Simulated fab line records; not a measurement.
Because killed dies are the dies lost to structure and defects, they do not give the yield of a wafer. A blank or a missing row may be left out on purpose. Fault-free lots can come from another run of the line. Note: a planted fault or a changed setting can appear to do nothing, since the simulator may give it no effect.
A lot that was struck, set against a sound lot ; flow gf180mcu ; 14 steps out of a route of 602
Sound: these wafers, L616.1, L616.3, L616.6. Struck: wafers L615.3, L615.4, L615.5. The cause is named last.
At each step with rows: each side's tool, then ch and its chambers, then its first start. Under that, the readings that differ: sound wafers ; struck wafers ; difference of the means ; sigmas: that difference in standard deviations of wafers without a fault.
alike: same words and numbers on both sides, and readings whose means sit less than 2 such deviations apart. not compared: any withheld reading, any reading some wafer has no value for, any bound like >300 that may hide the same value, and any number with overlapping values for which the record gives no deviation.
Wherever a step has rows on one side only, a row that says differs or no value, or a row with sigmas, the two part there. Non-overlapping numbers with no deviation appear without sigmas and do not part them. Lack of a reading on every wafer of one side parts them only where that side has two or more wafers.

GF_CONTACT_CMP_27: polishes, stops on SiO2, t overpolish 15 s, target thk 0 nm.
  sound on cmp-02 ch 1,2, day 22 11:50; struck on cmp-01 ch 0,1,2, day 22 06:55
  alike: motor_current_A, overpolish_run_s, time_to_endpoint_s
GF_M1_SPUTTER_00: material Ti, target thk 37.5 nm, time 150 s.
  sound on pvd_sputter-04, day 22 12:08; struck on pvd_sputter-04, day 22 07:07
  alike: throttle_valve_pct
GF_M1_SPUTTER_01: material TiN, target thk 30 nm, time 25 s.
  sound on pvd_sputter-04, day 22 12:14; struck on pvd_sputter-04, day 22 07:13
  alike: throttle_valve_pct
GF_M1_SPUTTER_02: material AlCu, target thk 450 nm, time 23.9 s.
  sound on pvd_sputter-04, day 22 12:16; struck on pvd_sputter-04, day 22 07:15
  alike: throttle_valve_pct
then, 1 step without rows for these wafers: GF_M1_SPUTTER_03 (material Ti, target thk 10 nm, time 6.7 s).
GF_M1_SPUTTER_04: material TiN, target thk 50 nm, time 41.7 s.
  sound on pvd_sputter-04, day 22 12:19; struck on pvd_sputter-04, day 22 07:18
  alike: throttle_valve_pct
GF_M1_RS_MEAS_05: the measuring method here is four-point-probe.
  sound on film_metro-04, day 22 12:21; struck on film_metro-01, day 22 07:23
  alike: M1_ALCU_RS
GF_M1_THK_MEAS_06: measures by xrf.
  sound on film_metro-04, day 22 12:28; struck on film_metro-01, day 22 07:29
reading;sound;struck;difference;sigmas
M1_ALCU_THK (nm);451 447 443;460 460 454;+11;+2
then, 4 steps without rows for these wafers: GF_M1_DEHYDRATE_07 (time 60 s); GF_M1_HMDS_08 (prime time 60 s); GF_M1_COAT_09 (resist thk 1000 nm); GF_M1_SOFTBAKE_10 (time 60 s).
GF_M1_EXPOSE_11: exposes mask Metal1, target cd 230 nm.
  sound on krf_scanner-01 ch 0, day 23 00:12; struck on krf_scanner-02, day 22 19:20
  no value came back on the struck wafers for exposure_dose_mJ_cm2, focus_offset_nm (nm), na; on the sound wafers exposure_dose_mJ_cm2 reads 27.955 27.954 27.986
  alike: mask
then, 1 step without rows for these wafers: GF_M1_PEB_12 (peb time 90 s).

== WHERE THEY PART ==
Earliest at GF_M1_THK_MEAS_06; latest, in this record, at GF_M1_EXPOSE_11.

WHY: whatever the simulator had introduced
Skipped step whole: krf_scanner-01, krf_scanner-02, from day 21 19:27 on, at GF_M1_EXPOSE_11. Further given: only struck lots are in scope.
